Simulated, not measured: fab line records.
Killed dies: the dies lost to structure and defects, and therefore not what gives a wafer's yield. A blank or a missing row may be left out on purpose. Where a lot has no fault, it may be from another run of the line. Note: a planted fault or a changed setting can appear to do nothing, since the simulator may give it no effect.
Matching of chambers / flow sky130 / SKY_VIA3_ETCH_14 on rie-diel-02: 4 sister chambers
The step etches BARC in N2/H2, stops on SiO2, time 45.9 s, target depth 60 nm. 8 wafers are shown with their chamber, then 11 later ones without.

WAFERS WITH THEIR CHAMBER
wafer=L086.1; chamber=1; oes-product-au (a.u.)=0.854; throttle-valve-pct (%)=13.212
wafer=L086.2; chamber=2; oes-product-au (a.u.)=0.852; throttle-valve-pct (%)=13.212
wafer=L086.5; chamber=3; oes-product-au (a.u.)=0.853; throttle-valve-pct (%)=13.225
wafer=L086.6; chamber=0; oes-product-au (a.u.)=0.851; throttle-valve-pct (%)=13.221
wafer=L088.3; chamber=1; oes-product-au (a.u.)=0.858; throttle-valve-pct (%)=13.226
wafer=L088.4; chamber=3; oes-product-au (a.u.)=0.853; throttle-valve-pct (%)=13.223
wafer=L088.5; chamber=2; oes-product-au (a.u.)=0.851; throttle-valve-pct (%)=13.226
wafer=L089.4; chamber=0; oes-product-au (a.u.)=0.856; throttle-valve-pct (%)=13.226

WAFERS WHOSE CHAMBER IS MISSING
wafer=L089.5; oes-product-au (a.u.)=0.850; throttle-valve-pct (%)=13.225
wafer=L089.6; oes-product-au (a.u.)=0.858; throttle-valve-pct (%)=13.235
wafer=L092.2; oes-product-au (a.u.)=0.850; throttle-valve-pct (%)=13.237
wafer=L092.3; oes-product-au (a.u.)=0.854; throttle-valve-pct (%)=13.226
wafer=L092.5; oes-product-au (a.u.)=0.850; throttle-valve-pct (%)=13.230
wafer=L095.3; oes-product-au (a.u.)=0.854; throttle-valve-pct (%)=13.225
wafer=L095.4; oes-product-au (a.u.)=0.858; throttle-valve-pct (%)=13.237
wafer=L095.5; oes-product-au (a.u.)=0.844; throttle-valve-pct (%)=13.227
wafer=L097.1; oes-product-au (a.u.)=0.854; throttle-valve-pct (%)=13.237
wafer=L097.3; oes-product-au (a.u.)=0.854; throttle-valve-pct (%)=13.212
wafer=L097.4; oes-product-au (a.u.)=0.846; throttle-valve-pct (%)=13.223

WHICH CHAMBER EACH WENT THROUGH
wafer=L089.5; from the rows above=can't be placed: 2 or 3 or 0 or 1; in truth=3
wafer=L089.6; from the rows above=can't be placed: 1 or 0 or 3 or 2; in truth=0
wafer=L092.2; from the rows above=can't be placed: 3 or 0 or 2 or 1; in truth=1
wafer=L092.3; from the rows above=can't be placed: 0 or 3 or 1 or 2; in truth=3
wafer=L092.5; from the rows above=can't be placed: 3 or 2 or 0 or 1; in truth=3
wafer=L095.3; from the rows above=can't be placed: 0 or 3 or 1 or 2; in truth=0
wafer=L095.4; from the rows above=can't be placed: 1 or 0 or 3 or 2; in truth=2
wafer=L095.5; from the rows above=can't be placed: 2 or 3 or 0 or 1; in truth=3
wafer=L097.1; from the rows above=can't be placed: 3 or 0 or 1 or 2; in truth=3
wafer=L097.3; from the rows above=can't be placed: 1 or 2 or 0 or 3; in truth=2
wafer=L097.4; from the rows above=can't be placed: 2 or 3 or 0 or 1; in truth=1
0 of 11 placed correctly. Unplaceable from these rows: 11, with the true chamber sitting among the candidates in 11. Placed wrongly: 0.
How it was worked out, from the rows above alone: a wafer's distance from a chamber is the root of the sum, over the readings, of the square of ((its reading less the chamber's mean) divided by the reading's scatter). If the next closest chamber is less than 2 further off than the closest, the wafer can't be placed; otherwise it belongs to the closest. For every chamber, the mean is computed from those of its wafers that are shown. How the scatter is found: for the shown wafers, subtract from each reading the mean of its chamber, square and add these, divide the total by (wafers less chambers), then take the root.
